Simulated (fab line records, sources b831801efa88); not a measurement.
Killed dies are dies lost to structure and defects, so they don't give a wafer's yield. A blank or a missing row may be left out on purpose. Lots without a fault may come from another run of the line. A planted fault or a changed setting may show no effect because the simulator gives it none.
Which tool did it? | flow gf180mcu | 24 lots, 72 wafers sampled, at 5 steps of a route of 602

WHAT THE GAUGES READ, wafer by wafer
GF_V3_OVL_MEAS_15. Usual: V3_OVL -4 nm, standard deviation 5.2.
lot  | measured     | on         | V3_OVL (nm) | flag
L074 | day 22 21:06 | overlay-01 | -1 -6 -1    |
L075 | day 23 02:13 | overlay-01 | -5 -3 -7    |
L076 | day 23 15:18 | overlay-01 | -3 -12 -5   |
L077 | day 24 05:38 | overlay-02 | -9 -11 -14  |
L078 | day 24 06:27 | overlay-01 | -3 -7 -9    |
L079 | day 24 12:37 | overlay-01 | -1 -11 -10  |
L080 | day 25 06:41 | overlay-01 | -6 -5 -2    |
L081 | day 25 10:48 | overlay-01 | -2 0 6      |
L082 | day 25 14:12 | overlay-01 | -5 -11 -5   |
L083 | day 25 22:18 | overlay-01 | -14 -12 -10 |
L084 | day 26 07:23 | overlay-01 | -7 -9 -8    |
L085 | day 26 13:49 | overlay-01 | 1 1 -2      |
L086 | day 26 22:56 | overlay-01 | -9 -5 -9    |
L087 | day 27 09:02 | overlay-02 | -5 -9 -11   |
L088 | day 27 18:29 | overlay-02 | -6 -10 -8   |
L089 | day 27 22:33 | overlay-01 | 4 -5 0      |
L091 | day 28 14:21 | overlay-01 | 2 -1 -5     |
L090 | day 28 15:40 | overlay-02 | -2 4 -2     |
L092 | day 28 20:38 | overlay-02 | -13 -8 -1   |
L093 | day 29 04:14 | overlay-02 | -3 -7 -4    |
L095 | day 29 14:49 | overlay-01 | -8 2 0      |
L094 | day 29 16:54 | overlay-01 | 4 -8 4      |
L096 | day 29 22:02 | overlay-01 | 0 6 -5      |
L097 | day 30 09:36 | overlay-01 | 1 6 -2      |

GF_MIM_RS_MEAS_10: measures by four-point-probe. Usual: MIM_ALCU_RS 0.1597 ohm/sq, standard deviation 0.0024.
lot  | measured     | on            | MIM_ALCU_RS (ohm/sq) | flag
L074 | day 25 00:28 | film_metro-02 | 0.1585 0.1627 0.1569 |
L075 | day 25 04:20 | film_metro-04 | 0.1553 0.1561 0.1573 |
L076 | day 25 16:20 | film_metro-02 | 0.1609 0.1621 0.1629 |
L077 | day 26 05:53 | film_metro-03 | 0.1567 0.1619 0.1616 |
L078 | day 26 07:36 | film_metro-04 | 0.1608 0.1551 0.1572 |
L079 | day 26 12:58 | film_metro-04 | 0.1624 0.1644 0.1608 |
L080 | day 27 06:17 | film_metro-02 | 0.1606 0.1635 0.1597 |
L081 | day 27 10:46 | film_metro-02 | 0.1616 0.1572 0.1622 |
L082 | day 27 13:24 | film_metro-02 | 0.1636 0.1590 0.1598 |
L083 | day 27 21:40 | film_metro-04 | 0.1618 0.1611 0.1595 |
L084 | day 28 05:06 | film_metro-02 | 0.1574 0.1550 0.1550 |
L085 | day 28 11:35 | film_metro-03 | 0.1618 0.1594 0.1582 |
L086 | day 28 20:46 | film_metro-04 | 0.1569 0.1543 0.1546 |
L087 | day 29 05:40 | film_metro-03 | 0.1618 0.1618 0.1601 |
L088 | day 29 14:41 | film_metro-02 | 0.1598 0.1577 0.1589 |
L089 | day 29 18:45 | film_metro-04 | 0.1588 0.1571 0.1560 |
L091 | day 30 10:12 | film_metro-02 | 0.1628 0.1585 0.1602 |
L090 | day 30 10:48 | film_metro-02 | 0.1617 0.1588 0.1627 |
L092 | day 30 15:32 | film_metro-03 | 0.1590 0.1608 0.1571 |
L093 | day 30 22:58 | film_metro-03 | 0.1587 0.1574 0.1577 |
L095 | day 31 08:23 | film_metro-02 | 0.1574 0.1616 0.1579 |
L094 | day 31 10:38 | film_metro-02 | 0.1602 0.1641 0.1646 |
L096 | day 31 15:23 | film_metro-03 | 0.1586 0.1624 0.1586 |
L097 | day 32 02:19 | film_metro-02 | 0.1571 0.1589 0.1613 |

GF_M5_CD_MEAS_07: target cd 280 nm. Usual: cd_nm 280.0 nm, standard deviation 1.2.
lot  | measured     | on        | cd_nm (nm)        | flag
L074 | day 26 19:34 | cd_sem-01 | 279.8 280.8 280.5 |
L075 | day 26 23:00 | cd_sem-02 | 279.7 279.2 279.2 |
L076 | day 27 09:58 | cd_sem-02 | 280.0 280.2 280.1 |
L077 | day 27 23:53 | cd_sem-02 | 281.7 281.5 283.5 |
L078 | day 28 01:35 | cd_sem-01 | 280.9 279.7 279.5 |
L079 | day 28 05:55 | cd_sem-02 | 278.2 277.5 278.7 |
L080 | day 28 22:25 | cd_sem-02 | 280.7 280.3 280.3 |
L081 | day 29 01:19 | cd_sem-02 | 281.1 279.6 280.8 |
L082 | day 29 04:53 | cd_sem-01 | 280.9 280.0 281.2 |
L083 | day 29 13:07 | cd_sem-02 | 277.9 278.2 279.3 |
L084 | day 29 20:26 | cd_sem-01 | 279.7 279.1 279.6 |
L085 | day 30 03:05 | cd_sem-02 | 280.0 281.9 279.5 |
L086 | day 30 11:11 | cd_sem-01 | 281.9 280.1 280.3 |
L087 | day 30 19:25 | cd_sem-01 | 280.4 280.0 280.5 |
L088 | day 31 03:35 | cd_sem-01 | 280.3 281.3 281.4 |
L089 | day 31 07:37 | cd_sem-02 | 280.3 280.4 279.9 |
L091 | day 31 21:14 | cd_sem-02 | 281.4 281.6 281.7 |
L090 | day 31 22:34 | cd_sem-01 | 279.1 279.2 279.7 |
L092 | day 32 03:01 | cd_sem-02 | 280.6 280.7 280.0 |
L093 | day 32 11:13 | cd_sem-02 | 278.9 279.4 279.2 |
L095 | day 32 18:46 | cd_sem-01 | 280.3 280.7 280.1 |
L094 | day 32 20:38 | cd_sem-02 | 279.0 278.8 280.5 |
L096 | day 33 01:40 | cd_sem-02 | 278.7 277.8 279.0 |
L097 | day 33 10:56 | cd_sem-02 | 280.3 279.5 280.1 |

GF_V5_BOW_MEAS_05. Usual: V5_BOW 131 um, standard deviation 11.
lot  | measured     | on            | V5_BOW (um) | flag
L074 | day 26 20:59 | film_metro-03 | 135 136 135 |
L075 | day 27 00:28 | film_metro-04 | 128 119 137 |
L076 | day 27 11:31 | film_metro-04 | 151 160 145 |
L077 | day 28 01:26 | film_metro-03 | 156 155 139 |
L078 | day 28 03:07 | film_metro-04 | 132 130 132 |
L079 | day 28 07:20 | film_metro-04 | 113 129 127 |
L080 | day 28 23:58 | film_metro-04 | 146 147 141 |
L081 | day 29 02:52 | film_metro-04 | 134 134 126 |
L082 | day 29 06:31 | film_metro-04 | 129 135 149 |
L083 | day 29 14:43 | film_metro-03 | 119 126 143 |
L084 | day 29 21:59 | film_metro-04 | 128 139 145 |
L085 | day 30 04:38 | film_metro-04 | 127 138 122 |
L086 | day 30 13:27 | film_metro-04 | 113 114 126 |
L087 | day 30 20:49 | film_metro-04 | 134 131 141 |
L088 | day 31 05:00 | film_metro-03 | 130 133 130 |
L089 | day 31 09:02 | film_metro-04 | 113 107 115 |
L091 | day 31 22:42 | film_metro-04 | 137 148 147 |
L090 | day 32 00:02 | film_metro-03 | 123 136 122 |
L092 | day 32 04:25 | film_metro-03 | 109 125 113 |
L093 | day 32 12:37 | film_metro-03 | 133 132 134 |
L095 | day 32 21:56 | film_metro-04 | 113 125 118 |
L094 | day 32 22:32 | film_metro-03 | 121 130 120 |
L096 | day 33 03:07 | film_metro-04 | 139 119 140 |
L097 | day 33 12:21 | film_metro-03 | 126 132 123 |

WHICH TOOL RAN EACH LOT (tool, then ch and the chambers of the sampled wafers, then the start)
lot  | GF_V3_ETCH_17
L074 | rie_diel-04 ch 0,1, day 25 00:28 or earlier
L075 | rie_diel-02 ch 1,2,3, day 25 04:20 or earlier
L076 | rie_diel-03 ch 0,1,2, day 25 16:20 or earlier
L077 | rie_diel-02 ch 1,3, day 26 05:53 or earlier
L078 | rie_diel-04 ch 1,2,3, day 26 07:36 or earlier
L079 | rie_diel-03 ch 0,1,3, day 26 12:58 or earlier
L080 | rie_diel-04 ch 0,1,2, day 27 06:17 or earlier
L081 | rie_diel-02 ch 0,1,2, day 27 10:46 or earlier
L082 | rie_diel-04 ch 0,2, day 27 13:24 or earlier
L083 | rie_diel-02 ch 0,3, day 27 21:40 or earlier
L084 | rie_diel-03 ch 0,1,2, day 28 05:06 or earlier
L085 | rie_diel-02 ch 0,2, day 28 11:35 or earlier
L086 | rie_diel-04 ch 2,3, day 28 20:46 or earlier
L087 | rie_diel-03 ch 0,2,3, day 29 05:40 or earlier
L088 | rie_diel-03 ch 1,2,3, day 29 14:41 or earlier
L089 | rie_diel-02 ch 0,2, day 29 18:45 or earlier
L091 | rie_diel-02 ch 0,2, day 30 10:12 or earlier
L090 | rie_diel-03 ch 1,2, day 30 10:48 or earlier
L092 | rie_diel-02 ch 0,2, day 30 15:32 or earlier
L093 | rie_diel-04 ch 1,2,3, day 30 22:58 or earlier
L095 | rie_diel-03 ch 0,1,2, day 31 08:23 or earlier
L094 | rie_diel-03 ch 0,2,3, day 31 10:38 or earlier
L096 | rie_diel-04 ch 1,2,3, day 31 15:23 or earlier
L097 | rie_diel-02 ch 1,2,3, day 32 02:19 or earlier
- GF_V3_ETCH_17: etches SiO2 in C4F8/O2/Ar, stops on TiN, target depth 635 nm.

WHAT THE TOOLS THEMSELVES READ (means of the sampled wafers that have a number; where no wafer has one, the mark that the record gives instead)
GF_V3_ETCH_17. Usual: oes_product_au 0.856 a.u., standard deviation 0.0048.
lot  | tool        | oes_product_au (a.u.) | flag
L074 | rie_diel-04 | 0.858                 |
L075 | rie_diel-02 | 0.856                 |
L076 | rie_diel-03 | 0.857                 |
L077 | rie_diel-02 | 0.860                 |
L078 | rie_diel-04 | 0.856                 |
L079 | rie_diel-03 | 0.856                 |
L080 | rie_diel-04 | 0.860                 |
L081 | rie_diel-02 | 0.859                 |
L082 | rie_diel-04 | 0.859                 |
L083 | rie_diel-02 | 0.853                 |
L084 | rie_diel-03 | 0.850                 |
L085 | rie_diel-02 | 0.859                 |
L086 | rie_diel-04 | 0.851                 |
L087 | rie_diel-03 | 0.854                 |
L088 | rie_diel-03 | 0.854                 |
L089 | rie_diel-02 | 0.859                 |
L091 | rie_diel-02 | 0.857                 |
L090 | rie_diel-03 | 0.854                 |
L092 | rie_diel-02 | 0.856                 |
L093 | rie_diel-04 | 0.856                 |
L095 | rie_diel-03 | 0.853                 |
L094 | rie_diel-03 | 0.856                 |
L096 | rie_diel-04 | 0.850                 |
L097 | rie_diel-02 | 0.858                 |

THE ANSWER, worked out from the rows above alone
Rule: a lot is off if the mean of its wafers that have a number lies more than 3 standard deviations from the usual mean. A lot without any number at a reading at which 4 lots or more have one is off too. The other lots that the step has rows for count as sound. The gauges are gone through in route order, then the tools' own readings, and for those a lot's mean is taken as printed above. The first step at which some lot is off is used, and at that step the reading that is off furthest; a lot without a number counts as furthest.
No lot is off at any reading shown: from this, nothing can be told.

WHAT THE SIMULATOR HAD PUT IN
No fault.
